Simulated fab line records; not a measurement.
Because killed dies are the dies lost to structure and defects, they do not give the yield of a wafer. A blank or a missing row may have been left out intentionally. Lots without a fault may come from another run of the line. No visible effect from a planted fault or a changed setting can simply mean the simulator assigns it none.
A struck lot beside a sound one || flow sky130 || 17 out of 708 route steps
Sound: the wafers L256.1, L256.2, L256.4. Wafers struck: L267.1, L267.4, L267.5. The cause is given at the end.
Each step with rows lists, per side, the tool, then ch with its chambers, then its first start. Under that, the readings that differ: sound wafers || struck wafers || difference of the means || sigmas: that difference in standard deviations of wafers without a fault.
alike: same words and numbers on both sides, and readings whose means sit less than 2 such deviations apart. not compared: any withheld reading, any reading some wafer has no value for, any bound like >300 that may hide the same value, and any number with overlapping values for which the record gives no deviation.
A row with sigmas, a row that says differs or no value, or rows on one side alone: a step with any of these is where the two part. When numbers do not overlap yet have no deviation, they are printed without sigmas and do not part them. A reading that every wafer of one side lacks parts them only if that side has two wafers or more.

SKY_VIA3_CMP_02: polishes SiO2.
  sound on cmp-02 ch 0,1,3, day 38 13:54; struck on cmp-02 ch 2,3, day 42 01:01
  alike: motor_current_A
SKY_VIA3_BOW_MEAS_03:
  struck on film_metro-01, day 42 01:19; sound on film_metro-01, day 38 14:12
  alike: VIA3_BOW
then, 8 steps without rows for these wafers: SKY_VIA3_DEHYDRATE_04 (time 60 s); SKY_VIA3_HMDS_05 (prime time 60 s); SKY_VIA3_COAT_06 (resist thk 60 nm); SKY_VIA3_COAT_07 (resist thk 450 nm); SKY_VIA3_SOFTBAKE_08 (time 90 s); SKY_VIA3_EXPOSE_09 (exposes mask VIM3, target cd 200 nm); SKY_VIA3_PEB_10; SKY_VIA3_DEVELOP_11 (develop time 60 s).
SKY_VIA3_CD_MEAS_12: the cd target is 200 nm.
  struck on cd_sem-02, day 43 00:46; sound on cd_sem-01, day 39 14:22
  alike: cd_nm
SKY_VIA3_OVL_MEAS_13:
  struck on overlay-01, day 43 00:53; sound on overlay-01, day 39 14:29
  alike: VIA3_OVL
SKY_VIA3_ETCH_14: etches BARC in N2/H2, stops on SiO2, time 45.9 s, target depth 60 nm.
  sound on rie_diel-04 ch 1,2,3, day 39 14:31; struck on rie_diel-01 ch 1,2, day 43 00:55
{"reading": "rf_fwd_power_W (W)", "sound": "495.5 491.1 491.7", "struck": "573.7 577.0 576.9", "difference": "+83.1", "sigmas": "+38"}
{"reading": "model.KrF-thick_of_VIA3_COAT_07.thk_nm (nm)", "sound": "392.8 391.8 393.2", "struck": "383.4 386 386.5", "difference": -7.3, "sigmas": ""}
  alike: drypump_motor_current_A, oes_product_au, throttle_valve_pct
  not compared: rf_hours_counter_h
SKY_VIA3_ETCH_15: etches SiO2 in C4F8/O2/Ar, stops on TiN, target depth 507 nm, time 78 s.
  sound on rie_diel-04 ch 1,2,3, day 39 14:34; struck on rie_diel-01 ch 1,2, day 43 00:58
{"reading": "model.KrF-thick_of_VIA3_COAT_07.thk_nm (nm)", "sound": "294.3 293 293.2", "struck": "280.2 282.3 283.2", "difference": -11.6, "sigmas": ""}
  alike: oes_product_au, rf_fwd_power_W
  not compared: rf_hours_counter_h
SKY_VIA3_STRIP_16: strips in O2/N2.
  sound on plasma_asher-04 ch 0,1, day 39 14:37; struck on plasma_asher-02 ch 0,1, day 43 01:01
{"reading": "strip_time_to_endpoint_s (s)", "sound": "4.16 4.14 4.15", "struck": "4.02 4.04 4.05", "difference": -0.11, "sigmas": -3}
  alike: drypump_motor_current_A, oes_product_au
  not compared: rf_hours_counter_h
then, 1 step without rows for these wafers: SKY_VIA3_STRIP_17 (strips in post etch residue remover, time 1200 s).
-- the record jumps here: 6 days lie between the struck wafers' starts before and after (it left off in module VIA3 and takes up again in module PAD_OPEN, whose first step shown is number 708 of the route) --
SKY_PAD_OPEN_PROBE_99:
  struck on prober-02, day 48 15:21; sound on prober-01, day 45 17:38
{"reading": "killed_at_front_end", "sound": "20 15 22", "struck": "8 13 5", "difference": -10, "sigmas": -2}
  alike: defect_limited_yield, killed_at_M0_to_M3, killed_at_M4_up, killed_at_contacts, killed_at_other, killed_dies, killed_open, killed_short, sort_bin_3_pad_short, sort_bin_5_function, sort_bin_6_memory, sort_n_pass, sort_yield_pct

## WHERE THEY PART
First at SKY_VIA3_ETCH_14; last, within this record, at SKY_PAD_OPEN_PROBE_99.

WHY: what had been put in by the simulator
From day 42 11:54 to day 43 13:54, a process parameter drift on rie_diel-01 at SKY_VIA3_ETCH_14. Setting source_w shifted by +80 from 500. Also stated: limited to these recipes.
